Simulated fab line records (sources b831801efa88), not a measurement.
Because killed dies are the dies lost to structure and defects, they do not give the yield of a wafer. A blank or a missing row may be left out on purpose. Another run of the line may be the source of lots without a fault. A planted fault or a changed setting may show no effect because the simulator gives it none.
Struck lot and sound lot, side by side + flow sfqLine + 19 out of 325 route steps
Sound: wafers L266.1, L266.3, L266.6. Struck: wafers L270.3, L270.5. (L270.2 of the same lot was not struck and is left out.) The cause comes at the end.
At each step with rows: each side's tool, then ch and its chambers, then its first start. Under that, the readings that differ: sound wafers + struck wafers + difference of the means + sigmas: that difference in standard deviations of wafers without a fault.
alike: same words and numbers on both sides, and readings whose means sit less than 2 such deviations apart. not compared: any withheld reading, any reading some wafer has no value for, any bound like >300 that may hide the same value, and any number with overlapping values for which the record gives no deviation.
The two part at a step that has a row with sigmas, a row that says differs or no value, or rows on one side only. When numbers do not overlap yet have no deviation, they are printed without sigmas and do not part them. Lack of a reading on every wafer of one side parts them only where that side has two or more wafers.

SFQ_M1_OVL_MEAS_911:
  sound on overlay-02 at day 14 10:42; struck on overlay-02 at day 15 17:55
  alike: M1_OVL
SFQ_TRILAYER_M1_BARC_OPEN_METAL_ETCH_054: etches BARC in O2, target depth 125 nm, time 41.7 s.
  sound on rieMetal-01 ch 0,1, day 14 10:44; struck on rieMetal-02 ch 0, day 15 17:58
| reading                  | sound       | struck  | difference | sigmas |
|--------------------------|-------------|---------|------------|--------|
| drypumpMotorCurrentA (A) | 5.0 5.6 5.6 | 6.3 6.3 | +0.9       | +2     |
  alike: oesProductAu
  not compared: rfHoursCounterH
SFQ_TRILAYER_M1_ETCH_METAL_ETCH_042: etches Nb in Cl2/Ar, stops on SiO2, target depth 240 nm, time 120 s.
  sound on rieMetal-01 ch 0,1, day 14 10:48; struck on rieMetal-02 ch 0, day 15 18:06
| reading                  | sound       | struck  | difference | sigmas |
|--------------------------|-------------|---------|------------|--------|
| drypumpMotorCurrentA (A) | 5.0 5.6 5.6 | 6.3 6.3 | +0.9       | +2     |
  alike: oesProductAu
  not compared: rfHoursCounterH
SFQ_TRILAYER_M1_STRIP_STRIP_043: strips in O2.
  sound on rieMetal-01 ch 0,1, day 14 10:55; struck on rieMetal-02 ch 0, day 15 18:31
| reading                  | sound       | struck  | difference | sigmas |
|--------------------------|-------------|---------|------------|--------|
| drypumpMotorCurrentA (A) | 5.0 5.6 5.6 | 6.3 6.3 | +0.9       | +2     |
  alike: oesProductAu
  not compared: rfHoursCounterH
then, 3 steps without rows for these wafers: SFQ_TRILAYER_M1_STRIP_SOLV_CLEAN_044 (cleans in NMP, time 600 s); SFQ_TRILAYER_I1_DEP_PECVD_045 (deposits SiO2 from SiH4/N2O, time 111.11 s, target thk 500 nm); SFQ_TRILAYER_I1_CMP_CMP_046 (polishes SiO2).
SFQ_I1_BOW_MEAS_912:
  sound on filmMetro-03 at day 14 14:57; struck on filmMetro-01 at day 15 23:23
  alike: I1_BOW
SFQ_TRILAYER_I1_METRO_MEASURE_047:
  sound on filmMetro-03 at day 14 15:04; struck on filmMetro-01 at day 15 23:41
  alike: thkNm
then, 3 steps without rows for these wafers: SFQ_TRILAYER_I1_VIA_LITHO_COAT_054 (resist thk 62 nm); SFQ_TRILAYER_I1_VIA_LITHO_COAT_049 (resist thk 650 nm); SFQ_TRILAYER_I1_VIA_LITHO_SOFTBAKE_053.
-- the record jumps here: 5 days lie between the struck wafers' starts before and after --
SFQ_TRILAYER_I1_VIA_LITHO_EXPOSE_050: exposes mask I1, target cd 500 nm.
  sound on krfScanner-02 ch 0, day 19 05:02; struck on krfScanner-02 ch 0, day 20 18:26
  alike: mask, reticleTempC
then, 2 steps without rows for these wafers: SFQ_TRILAYER_I1_VIA_LITHO_PEB_052 (peb time 60 s); SFQ_TRILAYER_I1_VIA_LITHO_DEVELOP_051 (time 60 s).
SFQ_I1_OVL_MEAS_913:
  sound on overlay-02 at day 19 06:32; struck on overlay-02 at day 20 19:44
  alike: I1_OVL
SFQ_TRILAYER_I1_VIA_BARC_OPEN_VIA_ETCH_071: etches BARC in O2, target depth 125 nm, time 41.7 s.
  sound on rieDiel-01 ch 1,3, day 19 06:34; struck on rieDiel-01 ch 0,2, day 20 19:46
| reading            | sound           | struck      | difference | sigmas |
|--------------------|-----------------|-------------|------------|--------|
| model.I1.cdNm (nm) | 500 499.1 499.8 | 516.4 516.2 | +16.7      |        |
  alike: drypumpMotorCurrentA, oesProductAu
  not compared: rfHoursCounterH
SFQ_TRILAYER_I1_VIA_ETCH_VIA_ETCH_052: etches SiO2 in CHF3, stops on Nb, target depth 260 nm.
  sound on rieDiel-01 ch 1,3, day 19 06:37; struck on rieDiel-01 ch 0,2, day 20 19:49
| reading            | sound         | struck      | difference | sigmas |
|--------------------|---------------|-------------|------------|--------|
| model.I1.cdNm (nm) | 502 496.5 502 | 520.8 517.9 | +19.2      |        |
  alike: drypumpMotorCurrentA, oesProductAu
SFQ_TRILAYER_I1_VIA_STRIP_STRIP_053: strips in O2.
  sound on rieMetal-03 ch 1, day 19 06:43; struck on rieMetal-04 ch 0, day 20 19:55
  alike: drypumpMotorCurrentA, oesProductAu
  not compared: rfHoursCounterH

WHERE THEY PART
Earliest at SFQ_TRILAYER_M1_BARC_OPEN_METAL_ETCH_054; latest, in this record, at SFQ_TRILAYER_M1_STRIP_STRIP_043. Later steps at which nothing parts them and some readings are alike: SFQ_I1_BOW_MEAS_912, SFQ_TRILAYER_I1_METRO_MEASURE_047, SFQ_TRILAYER_I1_VIA_LITHO_EXPOSE_050, SFQ_I1_OVL_MEAS_913, SFQ_TRILAYER_I1_VIA_BARC_OPEN_VIA_ETCH_071, SFQ_TRILAYER_I1_VIA_ETCH_VIA_ETCH_052, SFQ_TRILAYER_I1_VIA_STRIP_STRIP_053.

WHY: what the simulator had put in
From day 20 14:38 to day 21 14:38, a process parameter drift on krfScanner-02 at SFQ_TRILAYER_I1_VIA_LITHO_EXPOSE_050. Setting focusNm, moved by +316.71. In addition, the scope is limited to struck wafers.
